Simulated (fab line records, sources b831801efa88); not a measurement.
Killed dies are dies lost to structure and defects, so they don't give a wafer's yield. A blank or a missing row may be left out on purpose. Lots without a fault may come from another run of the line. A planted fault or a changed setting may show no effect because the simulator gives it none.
Split-lot experiment | flow gf180mcu | 5 lots, 23 wafers read, on a route of 602 steps

THE SPLIT
At GF_VT_IMPLANT_IMPLANT_30, the setting dose_cm2 was moved away from the recipe's 2.534e+12 on 9 of the 23 wafers read, by -12.2% to +14.5%. The other wafers ran this setting at the recipe's value.

FROM THE SPLIT TO THE READING: what the file shows between them, 1 step
- GF_VT_IMPLANT_STRIP_31: strips in O2/N2 (also split here: platen_temp_c)

THE READING
VT_IMPLANT_3_TW, at GF_VT_IMPLANT_TW_MEAS_32. Fault-free wafers of this fab line usually give 267.4, standard deviation 1.9.

wafer  | tool, chamber at the split | dose_cm2 as run | against the recipe | VT_IMPLANT_3_TW | against lot-mates on the recipe
L077.1 | implanter-04, 0            | 2.812e+12       | +11.0%             | 273.8           | +6.7
L077.2 | implanter-04, 0            | 2.534e+12       | recipe             | 266.7           | -
L077.3 | implanter-04, 0            | 2.534e+12       | recipe             | 267.5           | -
L077.5 | implanter-04, 0            | 2.534e+12       | recipe             | 267.0           | -
L077.6 | implanter-04, 0            | 2.812e+12       | +11.0%             | 273.7           | +6.6
L078.1 | implanter-02, 0            | 2.534e+12       | recipe             | 267.3           | -
L078.2 | implanter-02, 0            | 2.226e+12       | -12.2%             | 257.6           | -9.0
L078.3 | implanter-02, 0            | 2.226e+12       | -12.2%             | 256.7           | -9.9
L078.5 | implanter-02, 0            | 2.534e+12       | recipe             | 266.0           | -
L078.6 | implanter-02, 0            | 2.534e+12       | recipe             | 266.4           | -
L079.1 | implanter-04, 0            | 2.534e+12       | recipe             | 266.2           | -
L079.4 | implanter-04, 0            | 2.534e+12       | recipe             | 267.8           | -
L079.6 | implanter-04, 0            | 2.534e+12       | recipe             | 268.1           | -
L082.1 | implanter-03, 0            | 2.901e+12       | +14.5%             | 277.0           | +10.4
L082.2 | implanter-03, 0            | 2.534e+12       | recipe             | 266.6           | -
L082.3 | implanter-03, 0            | 2.534e+12       | recipe             | 266.6           | -
L082.5 | implanter-03, 0            | 2.901e+12       | +14.5%             | 276.1           | +9.5
L082.6 | implanter-03, 0            | 2.901e+12       | +14.5%             | 275.8           | +9.2
L084.1 | implanter-03, 0            | 2.534e+12       | recipe             | 265.9           | -
L084.2 | implanter-03, 0            | 2.683e+12       | +5.9%              | 270.1           | +4.1
L084.4 | implanter-03, 0            | 2.683e+12       | +5.9%              | 271.2           | +5.2
L084.5 | implanter-03, 0            | 2.534e+12       | recipe             | 266.3           | -
L084.6 | implanter-03, 0            | 2.534e+12       | recipe             | 265.7           | -

THE FIT
A straight line over all 23 wafers: VT_IMPLANT_3_TW changes by +0.698 for each +1% of dose_cm2; r = +0.99; the points scatter about the line by 0.74.
The same after taking each lot's own level away (the mean of its wafers on the recipe; 23 wafers): +0.697 for each +1%; r = +0.99; scatter 0.67.
On that fit, the largest move of dose_cm2 shifts the reading by 10.
The lots' own levels span 265.97 to 267.37, that is 0.7 times the standard deviation above.
So the lot-to-lot level changes the slope little: the two slopes agree.
Check: with one of the wafers moved furthest among these (+14.5%) left out of the fit, the line predicts +9.83 for it against its lot-mates. It came out at +10.4 against them.

OTHER SPLITS ON THESE WAFERS
These wafers also went through other splits before the reading. Each is held against what the fit with the lots' levels taken away leaves over:
other split on the same wafers       | wafers away from the commonest value | r with VT_IMPLANT_3_TW (lot level and that fit taken away)
GF_STI_OXIDATION_01 temp_c           | 15                                   | -0.17
GF_STI_OXIDATION_29 ox_time_s        | 15                                   | +0.01
GF_MVSD_COAT_02 spin_rpm             | 11                                   | +0.03
GF_MVSD_IMPLANT_08 dose_cm2          | 9                                    | +0.07
GF_MVPSD_IMPLANT_09 energy_kev       | 9                                    | +0.00
GF_VT_IMPLANT_STRIP_31 platen_temp_c | 6                                    | -0.22

THE FILE'S OWN FIT
VT_IMPLANT_3_TW changes by +0.696 for each +1% of dose_cm2, r = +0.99.
